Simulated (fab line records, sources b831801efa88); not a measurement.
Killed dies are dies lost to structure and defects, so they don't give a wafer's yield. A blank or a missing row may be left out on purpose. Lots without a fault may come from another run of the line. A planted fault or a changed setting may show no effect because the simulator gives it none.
A struck lot beside a sound one | flow gf180mcu | 17 steps out of a route of 602
Sound: wafers L207.2, L207.4, L207.5. Struck: wafers L200.2, L200.5, L200.6. The cause comes at the end.
At each step with rows: each side's tool, then ch and its chambers, then its first start. Under that, the readings that differ: sound wafers | struck wafers | difference of the means | sigmas: that difference in standard deviations of wafers without a fault.
alike: readings whose means differ by less than 2 such deviations, and words and numbers that are the same on both sides. not compared: withheld readings, readings that some wafer has no value for, bounds like >300 that may hide the same value, and numbers for which the record gives no deviation and whose values overlap.
The two part at a step that has a row with sigmas, a row that says differs or no value, or rows on one side only. Numbers that don't overlap but have no deviation are shown without sigmas and don't part them. A reading that every wafer of one side lacks parts them only if that side has two wafers or more.

GF_STI_CMP_25: polishes, stops on Si3N4, t overpolish 33 s, target thk 524.6 nm.
  sound on cmp-02 ch 2,3, day 6 04:17; struck on cmp-02 ch 1,2,3, day 4 14:10
  alike: head_pressure_psi, motor_current_A, overpolish_run_s, time_to_endpoint_s
then, 4 steps without rows for these wafers: GF_STI_WET_ETCH_26 (etches SiO2 in dHF, target depth 94 nm, time 188 s); GF_STI_WET_ETCH_27 (etches Si3N4 in H3PO4, target depth 160 nm, time 1825 s); GF_STI_WET_ETCH_28 (etches SiO2 in dHF, target depth 20 nm, time 40 s); GF_STI_OXIDATION_29 (stabilise 600 s, purge 300 s, target thk 10 nm).
GF_STI_THK_MEAS_30:
  sound on film_metro-04, day 6 07:41; struck on film_metro-04, day 4 19:08
  alike: STI_OXIDATION_02_THK
then, 6 steps without rows for these wafers: GF_DNWELL_DEHYDRATE_00 (time 60 s); GF_DNWELL_HMDS_01 (prime time 60 s); GF_DNWELL_COAT_02 (resist thk 3000 nm); GF_DNWELL_SOFTBAKE_03; GF_DNWELL_EXPOSE_04 (exposes mask DNWELL, target cd 1700 nm); GF_DNWELL_PEB_05.
GF_DNWELL_DEVELOP_06: develop time 60 s.
  sound on litho_track-03 ch 0, day 6 22:00; struck on litho_track-01, day 5 07:00
  no value came back on the struck wafers for chill_plate_temp_C (C), develop_time_s (s); on the sound wafers chill_plate_temp_C (C) reads 23.01 22.98 23.02
then, 1 step without rows for these wafers: GF_DNWELL_IMPLANT_07.
GF_DNWELL_STRIP_08: strips in O2/N2.
  sound on plasma_asher-01 ch 1, day 6 23:05; struck on plasma_asher-04 ch 0,1, day 5 08:04
  alike: drypump_motor_current_A, heater_power_w, oes_product_au, strip_time_to_endpoint_s
  not compared: rf_hours_counter_h
GF_DNWELL_TW_MEAS_09:
  sound on film_metro-04, day 6 23:12; struck on film_metro-02, day 5 08:10
  reading   | sound          | struck   | difference | sigmas
  DNWELL_TW | 1369 1364 1369 | 31 30 31 | -1337      | -99 or more
then, 1 step without rows for these wafers: GF_NWELL_DEHYDRATE_00 (time 60 s).

WHERE THEY PART
First at GF_DNWELL_DEVELOP_06; last, within this record, at GF_DNWELL_TW_MEAS_09.

WHY: what the simulator had put in
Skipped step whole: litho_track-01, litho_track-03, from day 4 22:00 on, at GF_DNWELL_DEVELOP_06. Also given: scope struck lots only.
